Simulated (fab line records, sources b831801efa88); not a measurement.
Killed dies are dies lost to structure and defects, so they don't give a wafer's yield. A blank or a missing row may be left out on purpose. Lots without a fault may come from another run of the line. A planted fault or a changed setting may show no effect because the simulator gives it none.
fab line records | flow sky130
record lots=12 wafers=36 last_day=51
route steps=708 shown LDD_P@265 RES_XHIGH@339 SD_N@354
lots that met no fault: from a run of the same line without faults
start_h: hours from the record's first day to the start of the lot's first wafer shown | wait_h: hours since the lot's step before | " the same as in the row above | L1.1+2: a row that stands for several wafers | - no value, or no start given | * or withheld: withheld | < > ~ a bound
route shown NAME@n: a module of which the file shows steps, and the number in the route of the first | usual: mean/standard deviation of fault-free wafers | same: alike in all rows | chamber/n: place in a boat | sites: the reading at each site | _std_site: their standard deviation | _edge_site: outer sites' mean less inner sites' | radius_mm: how far each site lies from the wafer's centre | mask NAME#n: copy n | behind: the tool/chamber that last shaped the wafer | hold: why the lot was held/for how many hours/how that ended | device: the transistor (n, p or np) that didn't switch | end of line: the same wafers' tests at the end of the route | a step without rows: its recipe alone | killed: dies lost to structure and defects at the first sort, not the wafer's yield | map: a wafer's dies, x killed, . not, _ none there
set.NAME: the setting as run; set.NAME@STEP: as run at that earlier step | model.NAME: the simulator's own value behind a step, which no gauge read
steps of the route over a sample of lots; a table a step, a row a wafer
services: from which hour (start_h, from the record's first day; less than 0 if before it) a tool's chamber was out of use, for how many hours, and why
## steps
# step SKY_LDD_P_STRIP_10
# recipe chemistry=O2/N2 power_w=1400 pressure_mtorr=1500 platen_temp_c=withheld o2_flow_sccm=3000 n2_flow_sccm=300 overash_fraction=0.5
# usual drypump_motor_current_A=6.0/0.41 oes_product_au=0.716/0.0045 strip_time_to_endpoint_s=14.15/0.044
# columns lot.wafer tool chamber start_h wait_h drypump_motor_current_A oes_product_au rf_hours_counter_h strip_time_to_endpoint_s
L680.3 plasma_asher-04 1 436.73 0.1 5.7 0.723 - 14.14
L680.4 " 0 " " 6.4 0.709 - 14.11
L680.5 " 1 " " 5.8 0.710 - 14.12
L685.1 plasma_asher-04 0 480.94 0.1 6.4 0.723 66 14.18
L685.2 " 1 " " 5.8 0.706 66 14.16
L685.4 " 1 " " 5.8 0.713 - 14.15
L686.1 plasma_asher-01 0 481.34 0.1 5.8 0.713 4 14.17
L686.2 " 1 " " 6.0 0.720 4 14.22
L686.6 " 1 " " 6.0 0.719 - 14.20
L687.3 plasma_asher-03 0 499.38 0.1 6.6 0.722 - 14.16
L687.5 " 1 " " 5.5 0.714 - 14.18
L687.6 " 0 " " 6.6 0.719 - 14.19
L689.2 plasma_asher-01 1 515.74 0.1 6.0 0.713 7 14.14
L689.5 " 1 " " 6.0 0.718 - 14.14
L689.6 " 0 " " 5.8 0.716 - 14.14
L690.2 plasma_asher-01 1 526.39 0.1 6.0 0.722 8 14.21
L690.3 " 0 " " 5.8 0.721 - 14.15
L690.6 " 0 " " 5.8 0.718 - 14.15
L691.2 plasma_asher-04 1 545.34 0.1 5.8 0.716 73 14.12
L691.3 " 0 " " 6.4 0.725 - 14.10
L691.5 " 0 " " 6.4 0.721 - 14.08
L697.3 plasma_asher-04 0 586.53 0.1 6.4 0.709 - 14.20
L697.4 " 1 " " 5.7 0.722 - 14.22
L697.5 " 1 " " 5.8 0.715 - 14.24
L698.2 plasma_asher-03 0 597.34 0.1 6.6 0.710 87 14.10
L698.4 " 1 " " 5.5 0.714 - 14.12
L698.6 " 0 " " 6.6 0.715 - 14.13
L699.3 plasma_asher-03 0 608.03 0.1 6.5 0.705 - 14.05
L699.5 " 1 " " 5.5 0.724 - 14.07
L699.6 " 0 " " 6.6 0.723 - 14.06
L702.1 plasma_asher-04 0 659.89 0.1 6.4 0.714 84 14.16
L702.3 " 0 " " 6.4 0.713 - 14.20
L702.6 " 1 " " 5.7 0.716 - 14.12
L701.2 plasma_asher-03 0 664.09 0.1 6.5 0.719 93 14.21
L701.3 " 1 " " 5.5 0.716 - 14.23
L701.4 " 0 " " 6.6 0.715 - 14.18
# step SKY_LDD_P_TW_MEAS_11
# usual LDD_P_TW=631/8.1
# columns lot.wafer tool chamber start_h wait_h LDD_P_TW
L680.3 film_metro-01 - 436.81 0.1 628
L680.4 " - " " 628
L680.5 " - " " 630
L685.1 film_metro-02 - 481.04 0.1 645
L685.2 " - " " 645
L685.4 " - " " 646
L686.1 film_metro-02 - 481.44 0.1 646
L686.2 " - " " 646
L686.6 " - " " 647
L687.3 film_metro-03 - 499.46 0.1 626
L687.5 " - " " 622
L687.6 " - " " 622
L689.2 film_metro-01 - 515.85 0.1 624
L689.5 " - " " 624
L689.6 " - " " 628
L690.2 film_metro-03 - 526.50 0.1 624
L690.3 " - " " 625
L690.6 " - " " 622
L691.2 film_metro-01 - 545.45 0.1 628
L691.3 " - " " 629
L691.5 " - " " 630
L697.3 film_metro-01 - 586.61 0.1 624
L697.4 " - " " 624
L697.5 " - " " 627
L698.2 film_metro-03 - 597.45 0.1 619
L698.4 " - " " 619
L698.6 " - " " 617
L699.3 film_metro-01 - 608.11 0.1 626
L699.5 " - " " 632
L699.6 " - " " 627
L702.1 film_metro-02 - 659.99 0.1 645
L702.3 " - " " 646
L702.6 " - " " 643
L701.2 film_metro-03 - 664.20 0.1 623
L701.3 " - " " 624
L701.4 " - " " 623
# step SKY_RES_XHIGH_IMPLANT_07
# recipe species=BF2 energy_kev=20.2 dose_cm2=3.6e+14 tilt_deg=0
# usual beam_on_s=34.9/1.9 dose_ions_cm2=3.6e+14/4.3e+11
# columns lot.wafer tool chamber start_h wait_h beam_on_s dose_ions_cm2
L680.3 implanter-02 0 621.57 0.1 34.7 3.599e+14
L680.4 " 0 " " 34.9 3.599e+14
L680.5 " 0 " " 34.0 3.6e+14
L685.1 implanter-02 0 664.09 0.1 33.6 3.6e+14
L685.2 " 0 " " 32.2 3.601e+14
L685.4 " 0 " " 33.9 3.613e+14
L686.1 implanter-02 0 664.69 0.1 34.6 3.6e+14
L686.2 " 0 " " 34.5 3.599e+14
L686.6 " 0 " " 34.6 3.604e+14
L687.3 implanter-01 0 682.83 0.1 35.9 3.602e+14
L687.5 " 0 " " 34.4 3.602e+14
L687.6 " 0 " " 35.0 3.605e+14
L689.2 implanter-02 0 695.96 0.1 34.7 3.606e+14
L689.5 " 0 " " 34.4 3.602e+14
L689.6 " 0 " " 34.1 3.602e+14
L690.2 implanter-02 0 702.86 0.1 34.7 3.59e+14
L690.3 " 0 " " 34.2 3.587e+14
L690.6 " 0 " " 34.3 3.6e+14
L691.2 implanter-01 0 722.89 0.1 35.5 3.6e+14
L691.3 " 0 " " 34.8 3.598e+14
L691.5 " 0 " " 34.8 3.595e+14
L697.3 implanter-02 0 758.48 0.1 34.1 3.601e+14
L697.4 " 0 " " 33.6 3.604e+14
L697.5 " 0 " " 35.3 3.6e+14
L698.2 implanter-02 0 769.51 0.1 16.6 1.781e+14
L698.4 " 0 " " 17.2 1.789e+14
L698.6 " 0 " " 16.1 1.781e+14
L699.3 implanter-02 0 780.74 0.1 17.2 1.787e+14
L699.5 " 0 " " 16.4 1.787e+14
L699.6 " 0 " " 17.0 1.793e+14
L702.1 implanter-01 0 826.72 0.1 34.8 3.61e+14
L702.3 " 0 " " 35.3 3.612e+14
L702.6 " 0 " " 33.3 3.6e+14
L701.2 implanter-01 0 830.66 0.1 35.5 3.598e+14
L701.3 " 0 " " 35.2 3.597e+14
L701.4 " 0 " " 35.7 3.596e+14
# step SKY_RES_XHIGH_TW_MEAS_09
# usual RES_XHIGH_TW=1633/20
# columns lot.wafer tool chamber start_h wait_h RES_XHIGH_TW
L680.3 film_metro-02 - 621.79 0.1 1667
L680.4 " - " " 1665
L680.5 " - " " 1680
L685.1 film_metro-03 - 664.34 0.1 1627
L685.2 " - " " 1617
L685.4 " - " " 1613
L686.1 film_metro-04 - 664.94 0.1 1621
L686.2 " - " " 1624
L686.6 " - " " 1624
L687.3 film_metro-03 - 683.05 0.1 1639
L687.5 " - " " 1632
L687.6 " - " " 1633
L689.2 film_metro-03 - 696.20 0.1 1633
L689.5 " - " " 1632
L689.6 " - " " 1626
L690.2 film_metro-03 - 703.09 0.1 1627
L690.3 " - " " 1615
L690.6 " - " " 1619
L691.2 film_metro-02 - 723.13 0.1 1671
L691.3 " - " " 1670
L691.5 " - " " 1663
L697.3 film_metro-02 - 758.70 0.1 1662
L697.4 " - " " 1659
L697.5 " - " " 1663
L698.2 film_metro-02 - 769.74 0.1 1329
L698.4 " - " " 1336
L698.6 " - " " 1338
L699.3 film_metro-04 - 780.96 0.1 1303
L699.5 " - " " 1307
L699.6 " - " " 1295
L702.1 film_metro-04 - 826.97 0.1 1632
L702.3 " - " " 1632
L702.6 " - " " 1624
L701.2 film_metro-03 - 830.90 0.1 1617
L701.3 " - " " 1615
L701.4 " - " " 1613
# step SKY_SD_N_TW_MEAS_12
# usual SD_N_TW=3964/45
# columns lot.wafer tool chamber start_h wait_h SD_N_TW
L680.3 film_metro-03 - 650.39 0.1 3891
L680.4 " - " " 3913
L680.5 " - " " 3929
L685.1 film_metro-04 - 692.69 0.1 3957
L685.2 " - " " 3945
L685.4 " - " " 3960
L686.1 film_metro-04 - 693.37 0.1 3962
L686.2 " - " " 3944
L686.6 " - " " 3935
L687.3 film_metro-04 - 711.51 0.1 3938
L687.5 " - " " 3944
L687.6 " - " " 3972
L689.2 film_metro-02 - 724.53 0.1 4039
L689.5 " - " " 4063
L689.6 " - " " 4045
L690.2 film_metro-02 - 731.55 0.1 4058
L690.3 " - " " 4047
L690.6 " - " " 4030
L691.2 film_metro-03 - 750.43 0.1 3910
L691.3 " - " " 3929
L691.5 " - " " 3925
L697.3 film_metro-02 - 785.91 0.1 4000
L697.4 " - " " 3983
L697.5 " - " " 3991
L698.2 film_metro-04 - 796.53 0.1 3882
L698.4 " - " " 3902
L698.6 " - " " 3907
L699.3 film_metro-02 - 807.46 0.1 4007
L699.5 " - " " 4034
L699.6 " - " " 4006
L702.1 film_metro-03 - 853.37 0.1 3922
L702.3 " - " " 3919
L702.6 " - " " 3927
L701.2 film_metro-04 - 856.90 0.1 3936
L701.3 " - " " 3927
L701.4 " - " " 3927
# step SKY_SD_N_RS_MEAS_18
# recipe thk_meas_gauge=four-point-probe
# usual RES_XHIGH_RS=333.1/1.2
# columns lot.wafer tool chamber start_h wait_h RES_XHIGH_RS[ohm/sq]
L680.3 film_metro-02 - 650.94 0.1 333.1
L680.4 " - " " 333.7
L680.5 " - " " 333.5
L685.1 film_metro-02 - 693.22 0.1 333.1
L685.2 " - " " 333.1
L685.4 " - " " 333.8
L686.1 film_metro-02 - 693.90 0.1 332.0
L686.2 " - " " 330.7
L686.6 " - " " 331.7
L687.3 film_metro-02 - 712.05 0.1 332.7
L687.5 " - " " 333.3
L687.6 " - " " 332.2
L689.2 film_metro-03 - 725.07 0.1 331.9
L689.5 " - " " 330.6
L689.6 " - " " 330.8
L690.2 film_metro-04 - 732.09 0.1 334.2
L690.3 " - " " 333.3
L690.6 " - " " 334.2
L691.2 film_metro-04 - 750.97 0.1 333.4
L691.3 " - " " 334.3
L691.5 " - " " 333.1
L697.3 film_metro-04 - 786.46 0.1 335.0
L697.4 " - " " 333.8
L697.5 " - " " 335.2
L698.2 film_metro-02 - 797.07 0.1 590.1
L698.4 " - " " 589.5
L698.6 " - " " 588.4
L699.3 film_metro-02 - 808.01 0.1 592.1
L699.5 " - " " 590.0
L699.6 " - " " 595.3
L702.1 film_metro-03 - 853.90 0.1 331.7
L702.3 " - " " 331.3
L702.6 " - " " 333.0
L701.2 film_metro-02 - 857.44 0.1 331.6
L701.3 " - " " 331.7
L701.4 " - " " 332.8
## services
# columns tool chamber start_h hours kind
implanter-02 - 415.57 7.4 repair
plasma_asher-01 - 421.25 9.0 pm
plasma_asher-01 - 456.16 15.4 repair
implanter-02 - 495.20 3.7 repair
implanter-02 - 515.63 6.1 repair
implanter-01 - 515.75 3.2 pm
plasma_asher-03 - 541.40 10.2 repair
implanter-01 - 549.96 7.7 repair
implanter-02 - 592.05 7.7 pm
plasma_asher-03 - 649.88 4.2 repair
implanter-02 - 671.53 18.1 repair
implanter-01 - 728.49 5.1 repair
plasma_asher-01 - 732.68 15.6 pm
plasma_asher-03 - 733.75 9.0 pm
plasma_asher-03 0 733.75 9.0 vent_cycle
plasma_asher-03 1 733.75 9.0 vent_cycle
implanter-02 - 738.22 1.1 repair
plasma_asher-03 0 742.75 - clean
plasma_asher-03 1 742.75 - clean
plasma_asher-03 - 747.62 4.1 repair
implanter-02 - 754.56 3.3 pm
plasma_asher-01 - 756.93 2.8 pm
plasma_asher-04 - 787.98 3.2 repair
plasma_asher-04 - 825.93 1.8 repair
## key
first_sign step=SKY_RES_XHIGH_IMPLANT_07 reading=dose_ions_cm2 direction=down sigmas=99+ usual=* struck=*
effect step=SKY_RES_XHIGH_IMPLANT_07 reading=beam_on_s direction=down sigmas=9.6 usual=34.9 struck=16.8
effect step=SKY_RES_XHIGH_TW_MEAS_09 reading=RES_XHIGH_TW direction=down sigmas=16 usual=1633 struck=1318
effect step=SKY_SD_N_RS_MEAS_18 reading=RES_XHIGH_RS direction=up sigmas=99+ usual=333.1 struck=590.9
met_at SKY_RES_XHIGH_IMPLANT_07
struck_lots L698,L699
tester_left_out L698,L699
not_acting_at SKY_LDD_P_STRIP_10,SKY_LDD_P_TW_MEAS_11,SKY_SD_N_TW_MEAS_12
onset_between 758.48 769.51
fault kind=process_parameter_drift tool=implanter-02 chamber=- onset_h=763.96 steps=SKY_RES_XHIGH_IMPLANT_07 channel=dose_cm2 offset=* shape=step end_h=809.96 acts_in=* stated=*
# tester_left_out: of these lots the tester's yield and bins aren't shown, on N5 and GAA mostly nor the transistor test; their killed dies are dies lost to structure and defects alone, not to doping, threshold or leakage, so they don't give the yield
